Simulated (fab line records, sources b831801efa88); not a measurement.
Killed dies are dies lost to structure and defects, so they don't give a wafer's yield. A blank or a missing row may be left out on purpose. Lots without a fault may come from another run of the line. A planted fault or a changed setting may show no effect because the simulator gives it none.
fab line records | flow sky130
record lots=13 wafers=39 last_day=50
route steps=708 shown VIA1@478 METAL2@483 PAD_OPEN@708
lots that met no fault: from a run of the same line without faults
start_h: hours from the record's first day to the start of the lot's first wafer shown | wait_h: hours since the lot's step before | " the same as in the row above | L1.1+2: a row that stands for several wafers | - no value, or no start given | * or withheld: withheld | < > ~ a bound
route shown NAME@n: a module of which the file shows steps, and the number in the route of the first | usual: mean/standard deviation of fault-free wafers | same: alike in all rows | chamber/n: place in a boat | sites: the reading at each site | _std_site: their standard deviation | _edge_site: outer sites' mean less inner sites' | radius_mm: how far each site lies from the wafer's centre | mask NAME#n: copy n | behind: the tool/chamber that last shaped the wafer | hold: why the lot was held/for how many hours/how that ended | device: the transistor (n, p or np) that didn't switch | end of line: the same wafers' tests at the end of the route | a step without rows: its recipe alone | killed: dies lost to structure and defects at the first sort, not the wafer's yield | map: a wafer's dies, x killed, . not, _ none there
set.NAME: the setting as run; set.NAME@STEP: as run at that earlier step | model.NAME: the simulator's own value behind a step, which no gauge read
steps of the route over a sample of lots; a table a step, a row a wafer
services: from which hour (start_h, from the record's first day; less than 0 if before it) a tool's chamber was out of use, for how many hours, and why
## steps
# step SKY_VIA1_SPUTTER_20
# recipe material=TiN target_thk_nm=20 chamber_pressure_pa=5 power_w=4000 time_s=80
# usual throttle_valve_pct=30.6/0.93
# columns lot.wafer tool chamber start_h wait_h throttle_valve_pct
L876.1 pvd_sputter-04 - 796.36 0.0 29.4
L876.5 " - " " 30.3
L876.6 " - " " 29.4
L877.3 pvd_sputter-02 - 803.04 0.0 32.1
L877.4 " - " " 29.6
L877.5 " - " " 32.4
L879.1 pvd_sputter-02 - 814.83 0.0 29.7
L879.2 " - " " 31.6
L879.4 " - " " 32.2
L881.1 pvd_sputter-01 - 832.26 0.0 30.0
L881.4 " - " " 29.6
L881.5 " - " " 29.5
L882.1 pvd_sputter-02 - 839.91 0.0 30.0
L882.2 " - " " 30.9
L882.5 " - " " 32.2
L883.2 pvd_sputter-02 - 851.28 0.0 31.1
L883.3 " - " " 30.2
L883.5 " - " " 32.2
L884.1 pvd_sputter-01 - 859.78 0.0 29.9
L884.2 " - " " 29.7
L884.4 " - " " 30.1
L885.1 pvd_sputter-01 - 871.97 0.0 32.3
L885.4 " - " " 29.4
L885.6 " - " " 32.4
L888.2 pvd_sputter-02 - 883.45 0.0 30.4
L888.4 " - " " 31.4
L888.5 " - " " 31.4
L892.3 pvd_sputter-04 - 918.43 0.0 31.0
L892.5 " - " " 29.2
L892.6 " - " " 30.8
L894.3 pvd_sputter-04 - 930.38 0.0 30.3
L894.5 " - " " 30.3
L894.6 " - " " 31.0
L895.1 pvd_sputter-04 - 934.99 0.0 30.6
L895.3 " - " " 30.5
L895.4 " - " " 31.1
L899.3 pvd_sputter-02 - 955.57 0.0 29.7
L899.4 " - " " 30.3
L899.6 " - " " 31.1
# step SKY_VIA1_CVD_21
# recipe material=W target_thk_nm=270 time_s=80.902 temp_c=400 pressure_torr=40
# usual heater_power_w=937/84
# columns lot.wafer tool chamber start_h wait_h heater_power_w
L876.1 cvd_w-02 1 796.42 0.0 798
L876.5 " 0 " " 998
L876.6 " 1 " " 808
L877.3 cvd_w-01 1 803.13 0.1 1018
L877.4 " 0 " " 928
L877.5 " 0 " " 955
L879.1 cvd_w-01 1 814.89 0.0 1001
L879.2 " 0 " " 961
L879.4 " 1 " " 978
L881.1 cvd_w-01 0 832.32 0.0 945
L881.4 " 0 " " 940
L881.5 " 1 " " 977
L882.1 cvd_w-01 0 839.97 0.0 949
L882.2 " 1 " " 994
L882.5 " 1 " " 1000
L883.2 cvd_w-01 1 851.34 0.0 990
L883.3 " 0 " " 937
L883.5 " 1 " " 984
L884.1 cvd_w-02 0 859.84 0.0 1007
L884.2 " 1 " " 797
L884.4 " 1 " " 781
L885.1 cvd_w-01 1 872.03 0.0 1021
L885.4 " 1 " " 1005
L885.6 " 0 " " 948
L888.2 cvd_w-01 1 883.51 0.0 1012
L888.4 " 1 " " 1015
L888.5 " 1 " " 1002
L892.3 cvd_w-02 0 918.53 0.1 1017
L892.5 " 1 " " 798
L892.6 " 0 " " 1034
L894.3 cvd_w-02 1 930.48 0.1 817
L894.5 " 0 " " 1050
L894.6 " 1 " " 796
L895.1 cvd_w-02 0 935.05 0.0 1009
L895.3 " 1 " " 806
L895.4 " 0 " " 994
L899.3 cvd_w-01 1 955.66 0.1 944
L899.4 " 0 " " 827
L899.6 " 1 " " 945
# step SKY_METAL2_SPUTTER_00
# recipe material=Ti target_thk_nm=15 power_w=3000 time_s=10 chamber_pressure_pa=0.4
# usual throttle_valve_pct=30.7/1.2
# columns lot.wafer tool chamber start_h wait_h throttle_valve_pct
L876.1 pvd_sputter-04 - 796.99 0.1 30.9
L876.5 " - " " 30.8
L876.6 " - " " 31.2
L877.3 pvd_sputter-03 - 803.67 0.1 33.2
L877.4 " - " " 29.5
L877.5 " - " " 32.8
L879.1 pvd_sputter-03 - 815.47 0.2 33.0
L879.2 " - " " 29.6
L879.4 " - " " 30.9
L881.1 pvd_sputter-03 - 832.90 0.2 33.2
L881.4 " - " " 29.6
L881.5 " - " " 33.3
L882.1 pvd_sputter-03 - 840.54 0.1 29.6
L882.2 " - " " 33.0
L882.5 " - " " 29.6
L883.2 pvd_sputter-04 - 851.91 0.2 30.6
L883.3 " - " " 30.3
L883.5 " - " " 30.9
L884.1 pvd_sputter-03 - 860.41 0.1 29.5
L884.2 " - " " 29.6
L884.4 " - " " 33.2
L885.1 pvd_sputter-01 - 872.60 0.1 30.3
L885.4 " - " " 29.9
L885.6 " - " " 29.8
L888.2 pvd_sputter-04 - 884.08 0.2 30.9
L888.4 " - " " 30.7
L888.5 " - " " 30.5
L892.3 pvd_sputter-04 - 919.07 0.1 29.3
L892.5 " - " " 30.3
L892.6 " - " " 29.0
L894.3 pvd_sputter-03 - 931.02 0.2 29.4
L894.5 " - " " 33.1
L894.6 " - " " 31.1
L895.1 pvd_sputter-04 - 935.62 0.1 28.9
L895.3 " - " " 30.4
L895.4 " - " " 30.8
L899.3 pvd_sputter-03 - 956.20 0.2 33.0
L899.4 " - " " 31.3
L899.6 " - " " 29.4
# step SKY_METAL2_SOFTBAKE_11
# recipe temp_c=99.35 time_s=90 resist=KrF-thick
# usual heater_power_total_W=56.84/0.12 run_length_s=119.18/0.12
# columns lot.wafer tool chamber start_h wait_h heater_power_total_W run_length_s
L876.1 litho_track-02 0 810 - 56.69 119.11
L876.5 " 0 " " 56.75 119.15
L876.6 " 0 " " 56.87 119.23
L877.3 litho_track-02 0 816 - 56.73 119.20
L877.4 " 0 " " 57.08 119.39
L877.5 " 0 " " 56.92 119.31
L879.1 litho_track-01 0 828 - 56.73 119.18
L879.2 " 0 " " 56.80 119.07
L879.4 " 0 829 - 56.73 119.12
L881.1 litho_track-02 0 845 - 56.65 119.22
L881.4 " 0 " " 57.11 119.08
L881.5 " 0 " " 56.70 119.17
L882.1 litho_track-02 0 853 - 56.67 119.36
L882.2 " 0 " " 56.92 119.14
L882.5 " 0 " " 56.65 119.10
L883.2 litho_track-02 0 865 - 57.04 119.21
L883.3 " 0 " " 56.80 119.12
L883.5 " 0 " " 56.87 119.50
L884.1 litho_track-02 0 872 - 56.72 119.39
L884.2 " 0 " " 56.64 119.11
L884.4 " 0 " " 57.00 119.17
L885.1 litho_track-02 0 886 - 56.87 119.30
L885.4 " 0 " " 56.97 119.38
L885.6 " 0 " " 56.81 119.20
L888.2 litho_track-04 0 897 - 56.70 119.18
L888.4 " 0 " " 56.66 119.06
L888.5 " 0 " " 56.76 119.05
L892.3 litho_track-02 0 931 - 58.05 113.17
L892.5 " 0 " " 58.27 113.22
L892.6 " 0 " " 58.16 113.21
L894.3 litho_track-02 0 943 - 58.31 113.32
L894.5 " 0 " " 58.12 113.16
L894.6 " 0 " " 58.19 113.20
L895.1 litho_track-01 0 948 - 56.76 119.12
L895.3 " 0 " " 56.88 119.45
L895.4 " 0 " " 56.72 119.00
L899.3 litho_track-01 0 968 - 56.79 119.02
L899.4 " 0 " " 56.74 119.23
L899.6 " 0 " " 56.98 119.11
# step SKY_PAD_OPEN_PROBE_99
# usual defect_limited_yield=82.3/1.9 killed_at_M0_to_M3=44/7.4 killed_at_M4_up=3.2/1.8 killed_at_contacts=25/5.2 killed_at_front_end=15/4.5 killed_at_other=0.2/0.43 killed_dies=87/9.6 killed_open=48/7.6 killed_short=40/5.7 sort_bin_3_pad_short=0.9/0.45 sort_bin_5_function=10.5/1.5 sort_bin_6_memory=6.3/1.2 sort_n_pass=405/9.6 sort_yield_pct=82.3/1.9
# same gross_dies=492 killed_at_back_side=0 sort_bin_4_leakage[%]=0 sort_bin_8_speed[%]=0
# columns lot.wafer tool chamber start_h wait_h defect_limited_yield[%] killed_at_M0_to_M3 killed_at_M4_up killed_at_contacts killed_at_front_end killed_at_other killed_dies killed_open killed_short sort_bin_3_pad_short[%] sort_bin_5_function[%] sort_bin_6_memory[%] sort_n_pass sort_yield_pct[%]
L876.1 prober-01 - 1077.23 0.1 83.1 49 2 24 7 1 83 47 36 1.2 11.0 4.7 409 83.1
L876.5 prober-01 - 1077.43 0.2 83.3 45 1 26 10 0 82 43 39 1.0 9.1 6.5 410 83.3
L876.6 prober-01 - 1077.48 0.2 82.3 45 3 21 18 0 87 39 48 1.4 9.8 6.5 405 82.3
L879.1 prober-02 - 1093.34 0.1 83.7 35 7 22 16 0 80 43 37 0.8 9.6 5.9 412 83.7
L879.2 prober-02 - 1093.39 0.1 81.7 40 1 30 19 0 90 41 49 0.8 10.0 7.5 402 81.7
L879.4 prober-02 - 1093.49 0.2 81.3 47 2 31 12 0 92 51 41 1.4 11.4 5.9 400 81.3
L881.1 prober-02 - 1106.95 0.1 83.3 47 2 18 15 0 82 39 43 2.0 7.5 7.1 410 83.3
L881.4 prober-02 - 1107.10 0.2 82.1 48 4 24 12 0 88 44 44 0.6 8.9 8.3 404 82.1
L881.5 prober-02 - 1107.15 0.2 80.1 41 6 31 20 0 98 54 44 0.4 13.4 6.1 394 80.1
L882.1 prober-01 - 1112.40 0.1 82.1 50 4 21 12 1 88 55 33 0.2 11.4 6.3 404 82.1
L882.2 prober-01 - 1112.45 0.1 79.7 55 2 28 15 0 100 44 56 0.6 11.0 8.7 392 79.7
L882.5 prober-01 - 1112.60 0.2 81.3 48 4 22 18 0 92 49 43 2.0 9.8 6.9 400 81.3
L885.1 prober-02 - 1137.85 0.1 81.1 54 0 28 11 0 93 52 41 1.2 11.8 5.9 399 81.1
L888.2 prober-01 - 1146.76 0.1 83.5 48 2 14 17 0 81 40 41 1.2 8.5 6.7 411 83.5
L888.4 prober-01 - 1146.86 0.2 81.5 52 2 26 11 0 91 53 38 0.4 12.8 5.3 401 81.5
L888.5 prober-01 - 1146.91 0.2 83.7 49 0 19 12 0 80 50 30 0.8 8.5 6.9 412 83.7
L892.3 prober-01 - 1171.18 0.2 83.5 44 1 23 13 0 81 36 45 0.8 9.6 6.1 411 83.5
L892.5 prober-01 - 1171.28 0.2 80.3 44 6 30 17 0 97 57 40 0.4 13.6 5.7 395 80.3
L892.6 prober-01 - 1171.33 0.2 82.9 46 5 24 9 0 84 56 28 0.8 10.4 5.9 408 82.9
L894.3 prober-01 - 1179.45 0.2 81.1 44 5 26 17 1 93 51 42 0.4 10.6 7.9 399 81.1
L894.5 prober-01 - 1179.55 0.2 80.5 47 3 24 22 0 96 54 42 1.2 9.3 8.9 396 80.5
L894.6 prober-01 - 1179.60 0.2 82.1 42 7 23 15 1 88 47 41 0.8 10.0 7.1 404 82.1
L895.1 prober-02 - 1180.51 0.1 83.9 35 3 28 13 0 79 48 31 1.0 8.7 6.3 413 83.9
L895.3 prober-02 - 1180.61 0.2 83.9 44 1 19 15 0 79 40 39 1.0 8.3 6.7 413 83.9
L895.4 prober-02 - 1180.66 0.2 82.5 51 2 27 6 0 86 49 37 0.4 10.6 6.5 406 82.5
# killed by level:class
L876.1 VIA1:geometric_particle:open=11 CONTACT:geometric_particle:open=9 VIA3:geometric_particle:open=8 CONTACT:geometric_particle:short=7 METAL1:geometric_particle:short=7 VIA2:geometric_particle:open=6 VIA3:geometric_particle:short=6 LI_CONTACT:geometric_particle:open=5
L876.5 CONTACT:geometric_particle:open=9 VIA3:geometric_particle:open=9 CONTACT:geometric_particle:short=7 VIA1:geometric_particle:open=7 VIA2:geometric_particle:open=7 LOCAL_INTERCONNECT:geometric_particle:short=5 METAL1:geometric_particle:short=5 METAL2:geometric_particle:short=5
L876.6 VIA1:geometric_particle:short=11 VIA1:geometric_particle:open=9 VIA3:geometric_particle:open=8 POLY_GATE:geometric_particle:short=6 LI_CONTACT:geometric_particle:open=5 LOCAL_INTERCONNECT:geometric_particle:short=5 METAL1:geometric_particle:short=5 CONTACT:geometric_particle:short=5
L879.1 CONTACT:geometric_particle:open=10 VIA1:geometric_particle:open=7 LI_CONTACT:geometric_particle:open=7 METAL2:geometric_particle:short=6 METAL4:geometric_particle:short=5 FIELD_ISO:geometric_particle:short=4 VIA2:geometric_particle:open=4 FIELD_ISO:geometric_particle:open=3
L879.2 CONTACT:geometric_particle:open=10 VIA1:geometric_particle:open=10 POLY_GATE:geometric_particle:short=6 LI_CONTACT:geometric_particle:open=6 LOCAL_INTERCONNECT:geometric_particle:short=6 METAL1:geometric_particle:short=6 FIELD_ISO:geometric_particle:short=5 VIA1:geometric_particle:short=5
L879.4 CONTACT:geometric_particle:open=13 VIA1:geometric_particle:open=11 LI_CONTACT:geometric_particle:open=8 METAL1:geometric_particle:short=7 VIA1:geometric_particle:short=7 VIA2:geometric_particle:open=6 VIA3:geometric_particle:open=5 FIELD_ISO:geometric_particle:short=4
L881.1 METAL1:geometric_particle:short=13 LI_CONTACT:geometric_particle:open=7 CONTACT:geometric_particle:open=6 VIA2:geometric_particle:open=6 POLY_GATE:geometric_particle:short=5 METAL1:geometric_particle:open=5 VIA1:geometric_particle:short=5 METAL2:geometric_particle:short=5
L881.4 VIA1:geometric_particle:short=9 VIA1:geometric_particle:open=9 VIA2:geometric_particle:open=8 LI_CONTACT:geometric_particle:open=7 POLY_GATE:geometric_particle:short=6 VIA3:geometric_particle:open=6 LOCAL_INTERCONNECT:geometric_particle:short=5 CONTACT:geometric_particle:open=5
L881.5 CONTACT:geometric_particle:open=11 VIA2:geometric_particle:open=10 LI_CONTACT:geometric_particle:open=7 METAL1:geometric_particle:short=7 POLY_GATE:geometric_particle:open=6 LOCAL_INTERCONNECT:geometric_particle:short=6 VIA3:geometric_particle:open=6 VIA1:geometric_particle:open=5
L882.1 VIA1:geometric_particle:open=17 CONTACT:geometric_particle:open=10 VIA3:geometric_particle:open=8 VIA2:geometric_particle:open=6 VIA1:geometric_particle:short=5 LI_CONTACT:geometric_particle:open=4 CONTACT:geometric_particle:short=4 METAL1:geometric_particle:short=4
L882.2 CONTACT:geometric_particle:short=11 VIA1:geometric_particle:open=11 VIA1:geometric_particle:short=9 METAL2:geometric_particle:short=9 VIA3:geometric_particle:open=7 LI_CONTACT:geometric_particle:open=5 VIA2:geometric_particle:open=5 CONTACT:geometric_particle:open=5
L882.5 CONTACT:geometric_particle:open=13 METAL2:geometric_particle:short=8 VIA1:geometric_particle:open=8 VIA1:geometric_particle:short=7 FIELD_ISO:geometric_particle:short=6 POLY_GATE:geometric_particle:open=5 VIA3:geometric_particle:open=5 METAL1:geometric_particle:short=4
L885.1 VIA3:geometric_particle:open=14 CONTACT:geometric_particle:open=11 VIA1:geometric_particle:open=10 VIA1:geometric_particle:short=8 LOCAL_INTERCONNECT:geometric_particle:short=7 VIA2:geometric_particle:open=7 FIELD_ISO:geometric_particle:short=4 LI_CONTACT:geometric_particle:open=4
L888.2 METAL2:geometric_particle:short=11 VIA1:geometric_particle:open=10 FIELD_ISO:geometric_particle:short=7 LI_CONTACT:geometric_particle:open=7 VIA2:geometric_particle:open=7 POLY_GATE:geometric_particle:short=4 METAL1:geometric_particle:short=4 VIA1:geometric_particle:short=4
L888.4 VIA1:geometric_particle:open=18 LI_CONTACT:geometric_particle:open=10 CONTACT:geometric_particle:open=7 VIA2:geometric_particle:open=6 VIA3:geometric_particle:open=6 CONTACT:geometric_particle:short=6 METAL2:geometric_particle:short=5 VIA3:geometric_particle:short=4
L888.5 VIA1:geometric_particle:open=17 LI_CONTACT:geometric_particle:open=7 CONTACT:geometric_particle:open=7 METAL2:geometric_particle:short=7 VIA3:geometric_particle:open=7 VIA2:geometric_particle:open=6 METAL1:geometric_particle:short=4 POLY_GATE:geometric_particle:short=4
L892.3 VIA1:geometric_particle:open=8 VIA1:geometric_particle:short=7 FIELD_ISO:geometric_particle:short=6 LI_CONTACT:geometric_particle:open=6 LOCAL_INTERCONNECT:geometric_particle:short=6 CONTACT:geometric_particle:open=6 METAL1:geometric_particle:short=6 VIA2:geometric_particle:open=4
L892.5 LI_CONTACT:geometric_particle:open=11 VIA3:geometric_particle:open=11 CONTACT:geometric_particle:open=10 VIA1:geometric_particle:open=8 METAL2:geometric_particle:short=6 VIA2:geometric_particle:open=5 METAL4:geometric_particle:short=5 FIELD_ISO:geometric_particle:open=4
L892.6 VIA1:geometric_particle:open=14 CONTACT:geometric_particle:open=11 METAL1:geometric_particle:short=10 VIA3:geometric_particle:open=6 LI_CONTACT:geometric_particle:open=5 VIA2:geometric_particle:open=5 SPACER:geometric_particle:open=4 METAL2:geometric_particle:short=4
L894.3 CONTACT:geometric_particle:open=9 LI_CONTACT:geometric_particle:open=8 METAL2:geometric_particle:short=8 VIA1:geometric_particle:open=7 VIA2:geometric_particle:open=7 POLY_GATE:geometric_particle:short=6 METAL1:geometric_particle:short=6 POLY_GATE:geometric_particle:open=5
L894.5 POLY_GATE:geometric_particle:open=9 VIA1:geometric_particle:open=9 VIA3:geometric_particle:open=7 CONTACT:geometric_particle:open=7 VIA1:geometric_particle:short=7 LI_CONTACT:geometric_particle:open=6 VIA2:geometric_particle:open=6 FIELD_ISO:geometric_particle:short=5
L894.6 VIA1:geometric_particle:open=12 CONTACT:geometric_particle:open=7 VIA1:geometric_particle:short=7 METAL2:geometric_particle:short=7 LI_CONTACT:geometric_particle:open=6 METAL1:geometric_particle:short=5 POLY_GATE:geometric_particle:open=5 FIELD_ISO:geometric_particle:short=4
L895.1 CONTACT:geometric_particle:open=11 VIA1:geometric_particle:open=9 VIA2:geometric_particle:open=8 VIA3:geometric_particle:open=6 CONTACT:geometric_particle:short=6 LI_CONTACT:geometric_particle:open=5 FIELD_ISO:geometric_particle:short=3 POLY_GATE:geometric_particle:short=3
L895.3 VIA1:geometric_particle:open=9 LI_CONTACT:geometric_particle:open=7 METAL1:geometric_particle:short=7 VIA2:geometric_particle:open=7 POLY_GATE:geometric_particle:short=6 VIA3:geometric_particle:open=6 CONTACT:geometric_particle:open=5 FIELD_ISO:geometric_particle:short=4
L895.4 VIA2:geometric_particle:open=10 VIA3:geometric_particle:open=10 VIA1:geometric_particle:open=9 LI_CONTACT:geometric_particle:open=6 CONTACT:geometric_particle:short=6 CONTACT:geometric_particle:open=6 METAL1:geometric_particle:short=6 LI_CONTACT:geometric_particle:short=5
## services
# columns tool chamber start_h hours kind
pvd_sputter-03 - 775.04 1.3 repair
pvd_sputter-02 - 854.54 4.9 repair
pvd_sputter-03 - 879.64 4.4 repair
pvd_sputter-03 - 883.67 0.6 repair
pvd_sputter-01 - 894.88 70.8 repair
cvd_w-01 - 904.00 14.0 pm
cvd_w-01 0 904.00 14.0 vent_cycle
cvd_w-01 1 904.00 14.0 vent_cycle
cvd_w-01 0 918.00 - clean
cvd_w-01 1 918.00 - clean
cvd_w-01 - 925.67 14.6 pm
cvd_w-01 0 950.39 3.6 repair
## key
first_sign step=SKY_METAL2_SOFTBAKE_11 reading=run_length_s direction=down sigmas=50 usual=* struck=*
effect step=SKY_METAL2_SOFTBAKE_11 reading=heater_power_total_W direction=up sigmas=11 usual=* struck=*
met_at SKY_METAL2_SOFTBAKE_11
struck_lots L892,L894
not_acting_at SKY_VIA1_SPUTTER_20,SKY_VIA1_CVD_21,SKY_METAL2_SPUTTER_00
onset_between 886 931
fault kind=process_parameter_drift tool=litho_track-02 chamber=- onset_h=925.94 steps=SKY_METAL2_SOFTBAKE_11 channel=time_s offset=* shape=step end_h=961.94 acts_in=* stated=*
